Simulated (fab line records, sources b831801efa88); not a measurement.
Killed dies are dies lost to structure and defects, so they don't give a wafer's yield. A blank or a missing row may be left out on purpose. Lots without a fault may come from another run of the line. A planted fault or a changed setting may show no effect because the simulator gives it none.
Which tool did it? | flow gf180mcu | 13 lots, 39 wafers sampled, at 2 steps of a route of 602

WHAT THE GAUGES READ, wafer by wafer
GF_MIM_THK_MEAS_06. Usual: MIM_CVD_05_THK 42.0 nm, standard deviation 0.72.
lot  | measured     | on            | MIM_CVD_05_THK (nm) | flag
L646 | day 24 15:28 | film_metro-04 | 40.6 43.0 41.3      |
L647 | day 25 00:21 | film_metro-03 | 42.5 42.0 42.9      |
L648 | day 25 12:52 | film_metro-03 | 40.6 42.0 42.9      |
L650 | day 26 00:43 | film_metro-01 | 41.8 42.2 42.0      |
L651 | day 26 19:35 | film_metro-03 | 41.7 41.7 41.5      |
L652 | day 26 23:04 | film_metro-04 | 41.7 41.9 41.5      |
L653 | day 27 04:19 | film_metro-04 | 42.1 41.3 42.3      |
L654 | day 27 05:47 | film_metro-04 | 41.2 42.3 42.1      |
L656 | day 28 01:53 | film_metro-03 | 42.0 41.9 42.4      |
L659 | day 28 16:54 | film_metro-01 | 41.2 42.0 41.7      |
L666 | day 30 19:45 | film_metro-01 | 42.5 41.7 42.5      |
L667 | day 31 04:32 | film_metro-04 | 40.7 40.7 43.1      |
L668 | day 31 07:44 | film_metro-03 | 41.4 43.1 42.4      |

WHICH TOOL RAN EACH LOT (tool, then ch and the chambers of the sampled wafers, then the start)
lot  | GF_CONTACT_ETCH_17
L646 | rie_diel-02 ch 1,2, day 16 05:00
L647 | rie_diel-03 ch 0,2, day 16 15:00
L648 | rie_diel-03 ch 2,3, day 17 04:00
L650 | rie_diel-01 ch 2,3, day 17 18:00
L651 | rie_diel-01 ch 0,1,3, day 18 10:00
L652 | rie_diel-02 ch 1,2,3, day 18 15:00
L653 | rie_diel-01 ch 0,2, day 18 22:00
L654 | rie_diel-03 ch 0,1,3, day 19 03:00
L656 | rie_diel-03 ch 1,2,3, day 19 23:00
L659 | rie_diel-01 ch 0,1,2, day 20 23:00
L666 | rie_diel-01 ch 1,2, day 23 10:00
L667 | rie_diel-01 ch 2,3, day 23 17:00
L668 | rie_diel-01 ch 1,3, day 24 02:00
- GF_CONTACT_ETCH_17: etches SiO2 in C4F8/O2/Ar, stops on CoSi2, target depth 860 nm.

WHAT THE TOOLS THEMSELVES READ (means of the sampled wafers that have a number; where no wafer has one, the mark that the record gives instead)
GF_CONTACT_ETCH_17. Usual: oes_product_au 0.814 a.u., standard deviation 0.0047; rf_fwd_power_W 1495 W, standard deviation 4.9.
lot  | tool        | oes_product_au (a.u.) | rf_fwd_power_W (W) | flag
L646 | rie_diel-02 | 0.816                 | 1496               |
L647 | rie_diel-03 | 0.811                 | 1495               |
L648 | rie_diel-03 | 0.817                 | 1496               |
L650 | rie_diel-01 | 0.812                 | 1499               |
L651 | rie_diel-01 | 0.819                 | 1493               |
L652 | rie_diel-02 | 0.811                 | 1495               |
L653 | rie_diel-01 | 0.813                 | 1486               |
L654 | rie_diel-03 | 0.813                 | 1497               |
L656 | rie_diel-03 | 0.815                 | 1495               |
L659 | rie_diel-01 | 0.813                 | 1494               |
L666 | rie_diel-01 | 0.820                 | 1495               |
L667 | rie_diel-01 | 0.812                 | 1502               |
L668 | rie_diel-01 | 0.814                 | 1491               |

THE ANSWER, worked out from the rows above alone
Rule: a lot is off if the mean of its wafers that have a number lies more than 3 standard deviations from the usual mean. A lot without any number at a reading at which 4 lots or more have one is off too. The other lots that the step has rows for count as sound. The gauges are gone through in route order, then the tools' own readings, and for those a lot's mean is taken as printed above. The first step at which some lot is off is used, and at that step the reading that is off furthest; a lot without a number counts as furthest.
No lot is off at any reading shown: from this, nothing can be told.

WHAT THE SIMULATOR HAD PUT IN
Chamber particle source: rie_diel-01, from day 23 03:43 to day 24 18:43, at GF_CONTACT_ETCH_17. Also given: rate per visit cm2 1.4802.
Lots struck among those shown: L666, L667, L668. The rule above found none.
